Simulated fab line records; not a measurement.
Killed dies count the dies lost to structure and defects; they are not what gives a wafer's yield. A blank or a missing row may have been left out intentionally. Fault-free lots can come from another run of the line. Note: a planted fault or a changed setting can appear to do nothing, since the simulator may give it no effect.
fab line records | flow sfq-line
record lots=5 | wafers=15 | last-day=79
route steps=325 shown M2@92 I2@103 M3@118 I3@133 M8@325
lots that met no fault: from a run of the same line without faults
start-h: start of the lot's first displayed wafer, in hours after the record's first day | wait-h: hours since the lot's step before | " same as the row above | L1.1+2: several wafers, shown together as one row | - no value present, or no start provided | * or withheld: withheld | < > ~ a bound
route shown NAME@n: names a module that has steps shown in the file, with the first one's number in the route | usual: mean/standard deviation taken from wafers without a fault | same: alike in all rows | chamber/n: place in a boat | sites: each site's reading | _std_site: standard deviation across them | _edge_site: the outer-site mean with the inner-site mean subtracted | radius-mm: how far each site lies from the wafer's centre | mask NAME#n: copy n | behind: the tool/chamber that last shaped the wafer | hold: why the lot went on hold/how many hours it stayed there/how the hold came to an end | device: which transistor (n, p or np) failed to switch | end of line: the same wafers' tests at the end of the route | step lacking rows: just its recipe | killed: the dies lost at the first sort to structure and to defects; this is not the yield of the wafer | map: the dies of a wafer, with x for killed, . for not killed, _ for no die there
set.NAME: the run value of the setting; set.NAME@STEP: its run value at that earlier step | model.NAME: the simulator's own value behind a step, which no gauge read
lots seen at some steps along the route; tables by step, rows by wafer
services: from which hour (start-h, from the record's first day; less than 0 if before it) a tool's chamber was out of use, for how many hours, and why
## steps
# step SFQ_TRILAYER_M2_LITHO_COAT_062
# recipe resist=BARC | spin-rpm=3000 | resist-thk-nm=62
# step SFQ_TRILAYER_M2_LITHO_COAT_057
# recipe resist=KrF | spin-rpm=3000 | resist-thk-nm=600
# step SFQ_TRILAYER_M2_LITHO_SOFTBAKE_061
# recipe temp-c=withheld | time-s=withheld | resist=KrF
# step SFQ_TRILAYER_M2_LITHO_EXPOSE_058
# recipe mask-id=M2 | na=0.6 | source-shape=conventional | sigma-outer=0.65 | target-cd-nm=500 | dose-mj=14.4
# step SFQ_TRILAYER_M2_LITHO_PEB_060
# recipe peb-temp-c=115 | peb-time-s=60 | resist=KrF
# step SFQ_TRILAYER_M2_LITHO_DEVELOP_059
# recipe time-s=60 | resist=KrF
# step SFQ_M2_OVL_MEAS_916
# usual M2_OVL=2/5.1
lot.wafer | tool       | chamber | start-h | wait-h | M2_OVL[nm]
L948.3    | overlay-02 | -       | 534.51  | 0.1    | -15
L948.5    | "          | -       | "       | "      | -6
L948.6    | "          | -       | "       | "      | -6
L954.2    | overlay-01 | -       | 731.72  | 0.1    | 9
L954.4    | "          | -       | "       | "      | 2
L954.6    | "          | -       | "       | "      | 2
L963.2    | overlay-01 | -       | 827.56  | 0.1    | 4
L963.4    | "          | -       | "       | "      | 4
L963.6    | "          | -       | "       | "      | 3
L964.1    | overlay-02 | -       | 831.17  | 0.1    | 11
L964.3    | "          | -       | "       | "      | 6
L964.5    | "          | -       | "       | "      | 12
L966.1    | overlay-02 | -       | 843.40  | 0.1    | 3
L966.4    | "          | -       | "       | "      | -3
L966.6    | "          | -       | "       | "      | 1
# step SFQ_TRILAYER_M2_BARC_OPEN_METAL_ETCH_077
# recipe mask-material=PR | chemistry=O2 | target-depth-nm=125 | target=BARC | icp-w=600 | bias-w=80 | pressure-mtorr=10 | time-s=41.7
# step SFQ_TRILAYER_M2_ETCH_METAL_ETCH_060
# recipe target=Nb | stop-on=SiO2 | mask-material=PR | chemistry=Cl2/Ar | target-depth-nm=240 | icp-w=600 | bias-w=80 | pressure-mtorr=10 | time-s=120
# usual drypump-motor-current-A=5.7/0.66 | oes-product-au=0.894/0.007
lot.wafer | tool         | chamber | start-h | wait-h | drypump-motor-current-A | oes-product-au | rf-hours-counter-h
L948.3    | rie-metal-04 | 1       | 534.74  | 0.1    | 5.1                     | 0.896          | -
L948.5    | "            | 1       | "       | "      | 5.0                     | 0.889          | -
L948.6    | "            | 1       | "       | "      | 5.1                     | 0.892          | -
L954.2    | rie-metal-03 | 1       | 731.81  | 0.0    | 6.5                     | 0.884          | 63
L954.4    | "            | 0       | "       | "      | 6.3                     | 0.889          | -
L954.6    | "            | 1       | "       | "      | 6.5                     | 0.896          | -
L963.2    | rie-metal-04 | 0       | 827.65  | 0.0    | 6.2                     | 0.881          | 44
L963.4    | "            | 0       | "       | "      | 6.2                     | 0.894          | -
L963.6    | "            | 1       | "       | "      | 5.0                     | 0.876          | -
L964.1    | rie-metal-02 | 0       | 831.26  | 0.0    | 4.8                     | 0.887          | 81
L964.3    | "            | 0       | "       | "      | 4.9                     | 0.887          | -
L964.5    | "            | 0       | "       | "      | 4.9                     | 0.903          | -
L966.1    | rie-metal-02 | 0       | 843.50  | 0.0    | 4.9                     | 0.888          | 84
L966.4    | "            | 0       | "       | "      | 4.8                     | 0.896          | -
L966.6    | "            | 0       | "       | "      | 4.8                     | 0.886          | -
# step SFQ_TRILAYER_M2_STRIP_STRIP_061
# recipe gas=O2 | power-w=200 | platen-temp-c=40 | overash-fraction=0.65 | chemistry=O2 | pressure-mtorr=50
# step SFQ_TRILAYER_M2_STRIP_SOLV_CLEAN_062
# recipe chemistry=NMP | temp-c=70 | time-s=600
# step SFQ_TRILAYER_I2_DEP_PECVD_063
# recipe material=SiO2 | temp-c=150 | time-s=111.11 | pressure-torr=2.4 | rf-w=183.3 | precursor=SiH4/N2O | target-thk-nm=500
# usual heater-power-w=88/21 | throttle-valve-pct=24.2/0.73
lot.wafer | tool     | chamber | start-h | wait-h | heater-power-w | throttle-valve-pct
L948.3    | pecvd-01 | 2       | 536.28  | 0.0    | 81             | 23.6
L948.5    | "        | 1       | "       | "      | 85             | 25.4
L948.6    | "        | 2       | "       | "      | 68             | 23.9
L954.2    | pecvd-04 | 1       | 732.71  | 0.0    | 127            | 24.3
L954.4    | "        | 0       | "       | "      | 60             | 25.2
L954.6    | "        | 1       | "       | "      | 135            | 24.2
L963.2    | pecvd-04 | 2       | 828.55  | 0.0    | 99             | 23.6
L963.4    | "        | 0       | "       | "      | 48             | 24.9
L963.6    | "        | 1       | "       | "      | 129            | 24.2
L964.1    | pecvd-04 | 1       | 832.16  | 0.0    | 134            | 24.0
L964.3    | "        | 0       | "       | "      | 60             | 24.9
L964.5    | "        | 2       | "       | "      | 109            | 24.0
L966.1    | pecvd-01 | 0       | 844.40  | 0.0    | 89             | 25.1
L966.4    | "        | 0       | "       | "      | 89             | 25.0
L966.6    | "        | 2       | "       | "      | 74             | 24.5
# step SFQ_TRILAYER_I2_CMP_CMP_064
# recipe material=SiO2 | down-force-psi=3 | platen-rpm=60 | pad-velocity-m-s=0.94248
# usual motor-current-A=10.0/0.87 | time-to-endpoint-s=212/8.2
lot.wafer | tool   | chamber | start-h | wait-h | motor-current-A | time-to-endpoint-s | model.SiO2_of_TRILAYER_I2_DEP_PECVD_063.thk-nm
L948.3    | cmp-02 | 2       | 549.38  | 13.1   | 10.6            | 204                | 199.5
L948.6    | "      | 1       | 550.88  | 14.5   | 8.7             | 224                | 202.7
L948.5    | "      | 2       | "       | "      | 10.6            | 208                | 200.6
L954.2    | cmp-02 | 1       | 734.07  | 1.3    | 8.6             | 276                | 304.5
L954.4    | "      | 2       | "       | "      | 10.4            | 213                | 198.3
L954.6    | "      | 0       | 735.57  | 2.8    | 9.4             | 286                | 306.3
L963.4    | cmp-02 | 1       | 860.19  | 31.6   | 8.8             | 226                | 201.8
L963.2    | "      | 3       | 861.19  | 32.6   | 10.4            | 213                | 200.5
L963.6    | "      | 1       | 862.19  | 33.6   | 8.5             | 228                | 201.2
L964.1    | cmp-01 | 1       | 865.29  | 33.1   | 11.7            | 207                | 198.4
L964.3    | "      | 2       | "       | "      | 9.5             | 208                | 200.1
L964.5    | "      | 1       | 867.29  | 35.0   | 11.7            | 210                | 199
L966.1    | cmp-01 | 3       | 882.79  | 38.3   | 9.9             | 210                | 199.7
L966.4    | "      | 1       | 883.79  | 39.3   | 12.0            | 207                | 197.8
L966.6    | "      | 0       | 885.29  | 40.8   | 10.7            | 198                | 198
# step SFQ_I2_BOW_MEAS_917
# recipe mode=bow
# usual I2_BOW=5/7.8
lot.wafer | tool          | chamber | start-h | wait-h | I2_BOW[um]
L948.3    | film-metro-04 | -       | 551.92  | 2.0    | -1
L948.5    | "             | -       | "       | "      | 8
L948.6    | "             | -       | "       | "      | 10
L954.2    | film-metro-04 | -       | 736.59  | 2.0    | 6
L954.4    | "             | -       | "       | "      | -4
L954.6    | "             | -       | "       | "      | 1
L963.2    | film-metro-03 | -       | 863.21  | 1.5    | -3
L963.4    | "             | -       | "       | "      | -4
L963.6    | "             | -       | "       | "      | 0
L964.1    | film-metro-02 | -       | 867.79  | 2.0    | -7
L964.3    | "             | -       | "       | "      | -10
L964.5    | "             | -       | "       | "      | -4
L966.1    | film-metro-02 | -       | 885.79  | 2.5    | 12
L966.4    | "             | -       | "       | "      | 14
L966.6    | "             | -       | "       | "      | 5
# step SFQ_TRILAYER_I2_METRO_MEASURE_065
# usual thk-nm=199.7/1.2
lot.wafer | tool          | chamber | start-h | wait-h | thk-nm
L948.3    | film-metro-04 | -       | 552.40  | 0.5    | 199.6
L948.5    | "             | -       | "       | "      | 200.6
L948.6    | "             | -       | "       | "      | 202.5
L954.2    | film-metro-04 | -       | 736.89  | 0.3    | 304.4
L954.4    | "             | -       | "       | "      | 198.2
L954.6    | "             | -       | "       | "      | 306.2
L963.2    | film-metro-03 | -       | 863.51  | 0.3    | 200.6
L963.4    | "             | -       | "       | "      | 201.7
L963.6    | "             | -       | "       | "      | 201.1
L964.1    | film-metro-02 | -       | 867.91  | 0.1    | 198.3
L964.3    | "             | -       | "       | "      | 200.0
L964.5    | "             | -       | "       | "      | 199.1
L966.1    | film-metro-02 | -       | 885.91  | 0.1    | 199.7
L966.4    | "             | -       | "       | "      | 197.7
L966.6    | "             | -       | "       | "      | 198.0
# step SFQ_TRILAYER_I2_VIA_LITHO_COAT_072
# recipe resist=BARC | spin-rpm=3000 | resist-thk-nm=62
# step SFQ_TRILAYER_I2_VIA_LITHO_COAT_067
# recipe resist=KrF | spin-rpm=3000 | resist-thk-nm=650
# step SFQ_TRILAYER_I2_VIA_LITHO_SOFTBAKE_071
# recipe temp-c=withheld | time-s=withheld | resist=KrF
# step SFQ_TRILAYER_I2_VIA_LITHO_EXPOSE_068
# recipe mask-id=I2 | na=0.6 | source-shape=conventional | sigma-outer=0.65 | target-cd-nm=500 | dose-mj=21.3
# step SFQ_TRILAYER_I2_VIA_LITHO_PEB_070
# recipe peb-temp-c=115 | peb-time-s=60 | resist=KrF
# step SFQ_TRILAYER_I2_VIA_LITHO_DEVELOP_069
# recipe time-s=60 | resist=KrF
# step SFQ_I2_OVL_MEAS_918
# usual I2_OVL=-2/5.8
lot.wafer | tool       | chamber | start-h | wait-h | I2_OVL[nm]
L948.3    | overlay-02 | -       | 568.11  | 0.1    | 5
L948.5    | "          | -       | "       | "      | 3
L948.6    | "          | -       | "       | "      | 2
L954.2    | overlay-02 | -       | 886.58  | 0.1    | -11
L954.4    | "          | -       | "       | "      | -7
L954.6    | "          | -       | "       | "      | -12
L963.2    | overlay-02 | -       | 985.14  | 0.1    | -2
L963.4    | "          | -       | "       | "      | -3
L963.6    | "          | -       | "       | "      | 9
L964.1    | overlay-01 | -       | 988.73  | 0.1    | -12
L964.3    | "          | -       | "       | "      | -10
L964.5    | "          | -       | "       | "      | -14
L966.1    | overlay-01 | -       | 1000.73 | 0.1    | 4
L966.4    | "          | -       | "       | "      | -1
L966.6    | "          | -       | "       | "      | -1
# step SFQ_TRILAYER_I2_VIA_BARC_OPEN_VIA_ETCH_096
# recipe mask-material=PR | chemistry=O2 | target-depth-nm=125 | target=BARC | source-w=500 | bias-w=80 | pressure-mtorr=30 | time-s=41.7
# usual drypump-motor-current-A=5.6/0.47 | oes-product-au=0.684/0.0047
lot.wafer | tool        | chamber | start-h | wait-h | drypump-motor-current-A | oes-product-au | rf-hours-counter-h
L948.3    | rie-diel-01 | 3       | 568.14  | 0.0    | 6.3                     | 0.676          | 2
L948.5    | "           | 0       | "       | "      | 5.4                     | 0.683          | -
L948.6    | "           | 3       | "       | "      | 6.3                     | 0.688          | -
L954.2    | rie-diel-04 | 3       | 886.61  | 0.0    | 5.6                     | 0.680          | 12
L954.4    | "           | 1       | "       | "      | 6.3                     | 0.689          | 5
L954.6    | "           | 0       | "       | "      | 5.4                     | 0.682          | -
L963.2    | rie-diel-02 | 3       | 985.17  | 0.0    | 6.1                     | 0.688          | 2
L963.4    | "           | 2       | "       | "      | 5.2                     | 0.686          | 12
L963.6    | "           | 1       | "       | "      | 5.7                     | 0.689          | -
L964.1    | rie-diel-04 | 0       | 988.77  | 0.0    | 5.5                     | 0.685          | 12
L964.3    | "           | 1       | "       | "      | 6.3                     | 0.689          | 7
L964.5    | "           | 1       | "       | "      | 6.2                     | 0.686          | -
L966.1    | rie-diel-01 | 1       | 1000.77 | 0.0    | 5.4                     | 0.679          | 5
L966.4    | "           | 3       | "       | "      | 6.3                     | 0.690          | 9
L966.6    | "           | 1       | "       | "      | 5.4                     | 0.689          | -
# step SFQ_TRILAYER_I2_VIA_ETCH_VIA_ETCH_070
# recipe target=SiO2 | stop-on=Nb | mask-material=PR | taper-deg=20 | chemistry=CHF3 | target-depth-nm=260 | source-w=500 | bias-w=80 | pressure-mtorr=30 | time-s=withheld
# usual drypump-motor-current-A=5.6/0.47 | oes-product-au=0.854/0.0053
lot.wafer | tool        | chamber | start-h | wait-h | drypump-motor-current-A | oes-product-au | model.etch.depth-nm | model.I2.feature-depth-nm
L948.3    | rie-diel-01 | 3       | 568.18  | 0.0    | 6.3                     | 0.853          | 199.5               | 199.5
L948.5    | "           | 0       | "       | "      | 5.4                     | 0.867          | 200.6               | 200.6
L948.6    | "           | 3       | "       | "      | 6.3                     | 0.857          | 202.7               | 202.7
L954.2    | rie-diel-04 | 3       | 886.65  | 0.0    | 5.6                     | 1.006          | 259.7               | 259.7
L954.4    | "           | 1       | "       | "      | 6.3                     | 0.850          | 198.3               | 198.3
L954.6    | "           | 0       | "       | "      | 5.4                     | 1.005          | 262.6               | 262.6
L963.2    | rie-diel-02 | 3       | 985.21  | 0.0    | 6.1                     | 0.854          | 200.5               | 200.5
L963.4    | "           | 2       | "       | "      | 5.3                     | 0.849          | 201.8               | 201.8
L963.6    | "           | 1       | "       | "      | 5.7                     | 0.861          | 201.2               | 201.2
L964.1    | rie-diel-04 | 0       | 988.81  | 0.0    | 5.5                     | 0.855          | 198.4               | 198.4
L964.3    | "           | 1       | "       | "      | 6.3                     | 0.858          | 200.1               | 200.1
L964.5    | "           | 1       | "       | "      | 6.2                     | 0.849          | 199                 | 199
L966.1    | rie-diel-01 | 1       | 1000.81 | 0.0    | 5.4                     | 0.858          | 199.7               | 199.7
L966.4    | "           | 3       | "       | "      | 6.3                     | 0.852          | 197.8               | 197.8
L966.6    | "           | 1       | "       | "      | 5.4                     | 0.849          | 198                 | 198
# step SFQ_TRILAYER_I2_VIA_STRIP_STRIP_071
# recipe gas=O2 | power-w=200 | platen-temp-c=40 | overash-fraction=0.65 | chemistry=O2 | pressure-mtorr=50
# usual drypump-motor-current-A=5.5/0.57 | oes-product-au=0.999/0.0095
lot.wafer | tool         | chamber | start-h | wait-h | drypump-motor-current-A | oes-product-au | rf-hours-counter-h
L948.3    | rie-metal-02 | 0       | 568.69  | -      | 4.8                     | 1.002          | -
L948.5    | "            | 0       | "       | "      | 4.8                     | 0.992          | -
L948.6    | "            | 0       | "       | "      | 4.9                     | 1.014          | -
L954.2    | rie-metal-04 | 1       | 886.77  | -      | 5.0                     | 0.997          | 20
L954.4    | "            | 0       | "       | "      | 6.2                     | 0.999          | -
L954.6    | "            | 1       | "       | "      | 5.0                     | 0.996          | -
L963.2    | rie-metal-02 | 1       | 985.32  | -      | 6.0                     | 1.001          | 58
L963.4    | "            | 1       | "       | "      | 6.0                     | 0.996          | -
L963.6    | "            | 0       | "       | "      | 4.8                     | 1.005          | -
L964.1    | rie-metal-02 | 1       | 988.92  | -      | 6.0                     | 0.994          | 59
L964.3    | "            | 1       | "       | "      | 6.0                     | 0.994          | -
L964.5    | "            | 0       | "       | "      | 4.9                     | 1.006          | -
L966.1    | rie-metal-04 | 0       | 1000.92 | -      | 6.2                     | 0.988          | 75
L966.4    | "            | 1       | "       | "      | 5.0                     | 0.989          | -
L966.6    | "            | 0       | "       | "      | 6.2                     | 0.987          | -
# step SFQ_TRILAYER_I2_VIA_STRIP_SOLV_CLEAN_072
# recipe chemistry=NMP | temp-c=70 | time-s=600
# step SFQ_TRILAYER_M3_DEP_PRE_CLEAN_074
# recipe gas=Ar | time-s=22.5 | bias-v=250
lot.wafer | tool           | chamber | start-h | wait-h | model.SiO2_of_TRILAYER_I2_DEP_PECVD_063.thk-nm
L948.3    | pvd-sputter-06 | -       | 569.67  | 0.0    | 192
L948.5    | "              | -       | "       | "      | 193.1
L948.6    | "              | -       | "       | "      | 195.2
L954.2    | pvd-sputter-06 | -       | 887.54  | 0.0    | 297
L954.4    | "              | -       | "       | "      | 190.8
L954.6    | "              | -       | "       | "      | 298.8
L963.2    | pvd-sputter-05 | -       | 986.10  | 0.0    | 193
L963.4    | "              | -       | "       | "      | 194.3
L963.6    | "              | -       | "       | "      | 193.7
L964.1    | pvd-sputter-03 | -       | 989.70  | 0.0    | 190.9
L964.3    | "              | -       | "       | "      | 192.6
L964.5    | "              | -       | "       | "      | 191.5
L966.1    | pvd-sputter-06 | -       | 1001.70 | 0.0    | 192.2
L966.4    | "              | -       | "       | "      | 190.3
L966.6    | "              | -       | "       | "      | 190.5
# step SFQ_TRILAYER_M3_DEP_SPUTTER_073
# recipe material=Nb | base-pressure-pa=1.33e-06 | chamber-pressure-pa=0.1333 | substrate-temp-c=20 | resputter-cathode-voltage-v=400 | target-thk-nm=200 | power-w=2000 | time-s=133.3
# step SFQ_M3_RS_MEAS_919
# recipe thk-meas-gauge=four-point-probe | reads=Nb_of_TRILAYER_M3_DEP_SPUTTER_073
# usual M3_NB_RS=0.891/0.0095
lot.wafer | tool          | chamber | start-h | wait-h | M3_NB_RS[ohm/sq]
L948.3    | film-metro-01 | -       | 569.83  | 0.1    | 0.887
L948.5    | "             | -       | "       | "      | 0.893
L948.6    | "             | -       | "       | "      | 0.893
L954.2    | film-metro-01 | -       | 887.68  | 0.1    | 0.901
L954.4    | "             | -       | "       | "      | 0.900
L954.6    | "             | -       | "       | "      | 0.896
L963.2    | film-metro-01 | -       | 986.24  | 0.1    | 0.897
L963.4    | "             | -       | "       | "      | 0.903
L963.6    | "             | -       | "       | "      | 0.896
L964.1    | film-metro-01 | -       | 989.82  | 0.0    | 0.895
L964.3    | "             | -       | "       | "      | 0.901
L964.5    | "             | -       | "       | "      | 0.899
L966.1    | film-metro-02 | -       | 1001.82 | 0.0    | 0.900
L966.4    | "             | -       | "       | "      | 0.910
L966.6    | "             | -       | "       | "      | 0.907
# step SFQ_TRILAYER_M3_LITHO_COAT_080
# recipe resist=BARC | spin-rpm=3000 | resist-thk-nm=62
# step SFQ_TRILAYER_M3_LITHO_COAT_075
# recipe resist=KrF | spin-rpm=3000 | resist-thk-nm=600
# step SFQ_TRILAYER_M3_LITHO_SOFTBAKE_079
# recipe temp-c=withheld | time-s=withheld | resist=KrF
# step SFQ_TRILAYER_M3_LITHO_EXPOSE_076
# recipe mask-id=M3 | na=0.6 | source-shape=conventional | sigma-outer=0.65 | target-cd-nm=500 | dose-mj=14.4
# step SFQ_TRILAYER_M3_LITHO_PEB_078
# recipe peb-temp-c=115 | peb-time-s=60 | resist=KrF
# step SFQ_TRILAYER_M3_LITHO_DEVELOP_077
# recipe time-s=60 | resist=KrF
# step SFQ_M3_OVL_MEAS_921
# usual M3_OVL=1/4.5
lot.wafer | tool       | chamber | start-h | wait-h | M3_OVL[nm]
L948.3    | overlay-01 | -       | 583.81  | 0.1    | 1
L948.5    | "          | -       | "       | "      | -2
L948.6    | "          | -       | "       | "      | 4
L954.2    | overlay-02 | -       | 1001.94 | 0.1    | 3
L954.4    | "          | -       | "       | "      | 9
L954.6    | "          | -       | "       | "      | 4
L963.2    | overlay-01 | -       | 1098.06 | 0.1    | 0
L963.4    | "          | -       | "       | "      | -1
L963.6    | "          | -       | "       | "      | 4
L964.1    | overlay-01 | -       | 1101.66 | 0.1    | -2
L964.3    | "          | -       | "       | "      | -3
L964.5    | "          | -       | "       | "      | -12
L966.1    | overlay-02 | -       | 1113.66 | 0.1    | 2
L966.4    | "          | -       | "       | "      | 0
L966.6    | "          | -       | "       | "      | -3
# step SFQ_TRILAYER_M3_BARC_OPEN_METAL_ETCH_100
# recipe mask-material=PR | chemistry=O2 | target-depth-nm=125 | target=BARC | icp-w=600 | bias-w=80 | pressure-mtorr=10 | time-s=41.7
# usual drypump-motor-current-A=5.9/0.53 | oes-product-au=0.685/0.0046
lot.wafer | tool         | chamber | start-h | wait-h | drypump-motor-current-A | oes-product-au | rf-hours-counter-h
L948.3    | rie-metal-03 | 1       | 583.86  | 0.0    | 6.4                     | 0.694          | -
L948.5    | "            | 0       | "       | "      | 6.3                     | 0.677          | -
L948.6    | "            | 1       | "       | "      | 6.5                     | 0.689          | -
L954.2    | rie-metal-01 | 0       | 1001.97 | 0.0    | 5.9                     | 0.686          | 65
L954.4    | "            | 0       | "       | "      | 5.8                     | 0.681          | -
L954.6    | "            | 1       | "       | "      | 6.1                     | 0.683          | -
L963.2    | rie-metal-01 | 1       | 1098.09 | 0.0    | 6.1                     | 0.683          | 103
L963.4    | "            | 1       | "       | "      | 6.1                     | 0.684          | -
L963.6    | "            | 1       | "       | "      | 6.1                     | 0.685          | -
L964.1    | rie-metal-02 | 1       | 1101.69 | 0.0    | 6.0                     | 0.685          | 76
L964.3    | "            | 0       | "       | "      | 4.8                     | 0.687          | -
L964.5    | "            | 0       | "       | "      | 4.9                     | 0.692          | -
L966.1    | rie-metal-01 | 1       | 1113.69 | 0.0    | 6.1                     | 0.688          | 106
L966.4    | "            | 0       | "       | "      | 5.9                     | 0.684          | -
L966.6    | "            | 0       | "       | "      | 5.8                     | 0.684          | -
# step SFQ_TRILAYER_M3_ETCH_METAL_ETCH_078
# recipe target=Nb | stop-on=SiO2 | mask-material=PR | chemistry=Cl2/Ar | target-depth-nm=240 | icp-w=600 | bias-w=80 | pressure-mtorr=10 | time-s=120
# step SFQ_TRILAYER_M3_STRIP_STRIP_079
# recipe gas=O2 | power-w=200 | platen-temp-c=40 | overash-fraction=0.65 | chemistry=O2 | pressure-mtorr=50
# step SFQ_TRILAYER_M3_STRIP_SOLV_CLEAN_080
# recipe chemistry=NMP | temp-c=70 | time-s=600
# step SFQ_TRILAYER_I3_DEP_PECVD_081
# recipe material=SiO2 | temp-c=150 | time-s=111.11 | pressure-torr=2.4 | rf-w=183.3 | precursor=SiH4/N2O | target-thk-nm=500
# step SFQ_M8_BOW_MEAS_951
# recipe mode=bow
# usual M8_BOW=10/11
lot.wafer | tool          | chamber | start-h | wait-h | M8_BOW[um] | model.etest.i2.link-ohm
L948.3    | film-metro-02 | -       | 1812.14 | 0.0    | -4         | 1.957
L948.5    | "             | -       | "       | "      | 7          | 1.979
L948.6    | "             | -       | "       | "      | 10         | 1.968
L954.2    | film-metro-02 | -       | 1829.05 | 0.0    | 9          | 1e+06
L954.4    | "             | -       | "       | "      | -1         | 1.976
L954.6    | "             | -       | "       | "      | 4          | 1e+06
L963.2    | film-metro-03 | -       | 1891.50 | 0.0    | 9          | 1.985
L963.4    | "             | -       | "       | "      | 9          | 1.984
L963.6    | "             | -       | "       | "      | 12         | 1.982
L964.1    | film-metro-03 | -       | 1893.89 | 0.0    | -3         | 1.979
L964.3    | "             | -       | "       | "      | -6         | 1.984
L964.5    | "             | -       | "       | "      | -2         | 1.965
L966.1    | film-metro-04 | -       | 1896.28 | 0.0    | 8          | 1.994
L966.4    | "             | -       | "       | "      | 13         | 1.995
L966.6    | "             | -       | "       | "      | 1          | 1.993
## services
tool         | chamber | start-h | hours | kind
rie-diel-01  | 3       | 527.71  | 24.1  | repair
rie-diel-01  | 2       | 531.31  | 1.7   | repair
rie-metal-02 | -       | 532.75  | 2.2   | repair
rie-diel-01  | 0       | 533.58  | 8.6   | repair
rie-diel-04  | 2       | 533.77  | 4.6   | repair
rie-diel-04  | 3       | 534.09  | 6.8   | repair
rie-diel-04  | -       | 579.75  | 0.6   | repair
rie-diel-01  | 0       | 581.85  | 4.9   | repair
rie-metal-02 | -       | 586.96  | 0.6   | repair
rie-metal-04 | -       | 589.99  | 1.6   | repair
rie-metal-04 | 0       | 630.02  | 3.7   | repair
rie-diel-01  | 1       | 693.81  | 2.8   | repair
rie-diel-04  | -       | 700.05  | 14.6  | pm
rie-diel-01  | 0       | 700.46  | 3.3   | repair
rie-metal-02 | 1       | 717.69  | 7.4   | repair
rie-diel-01  | -       | 745.67  | 1.2   | repair
rie-diel-04  | 0       | 760.55  | 9.2   | repair
rie-diel-01  | 1       | 774.82  | 8.8   | repair
rie-metal-02 | -       | 775.70  | 2.8   | pm
rie-diel-01  | 2       | 775.88  | 19.8  | repair
rie-diel-04  | 1       | 783.60  | 10.7  | repair
rie-metal-04 | -       | 786.78  | 0.5   | repair
rie-metal-02 | -       | 870.95  | 2.7   | repair
rie-metal-02 | -       | 1019.71 | 1.3   | repair
## key
first-sign step=SFQ_TRILAYER_I2_CMP_CMP_064 | reading=time-to-endpoint-s | direction=up | sigmas=8.4 | usual=* | struck=*
effect step=SFQ_TRILAYER_I2_METRO_MEASURE_065 | reading=thk-nm | direction=up | sigmas=90 | usual=199.7 | struck=305.3
effect step=SFQ_TRILAYER_I2_VIA_ETCH_VIA_ETCH_070 | reading=oes-product-au | direction=up | sigmas=29 | usual=0.854 | struck=1.005
model-effect step=SFQ_TRILAYER_I2_CMP_CMP_064 | value=SiO2_of_TRILAYER_I2_DEP_PECVD_063.thk-nm | without=199.7 | struck=305.4
model-effect step=SFQ_TRILAYER_I2_VIA_ETCH_VIA_ETCH_070 | value=etch.depth-nm | without=199.7 | struck=261.2
model-effect step=SFQ_TRILAYER_M3_DEP_PRE_CLEAN_074 | value=SiO2_of_TRILAYER_I2_DEP_PECVD_063.thk-nm | without=192.2 | struck=297.9
model-effect step=SFQ_M8_BOW_MEAS_951 | value=etest.i2.link-ohm | without=1.985 | struck=1e+06
met-at SFQ_TRILAYER_I2_CMP_CMP_064
struck-wafers L954.2,L954.6
onset-between 549.38 734.07
fault kind=process-parameter-drift | tool=cmp-02 | chamber=- | onset-h=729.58 | steps=SFQ_TRILAYER_I2_CMP_CMP_064 | channel=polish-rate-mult | offset=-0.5 | shape=step | end-h=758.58 | scope=struck-wafers-only
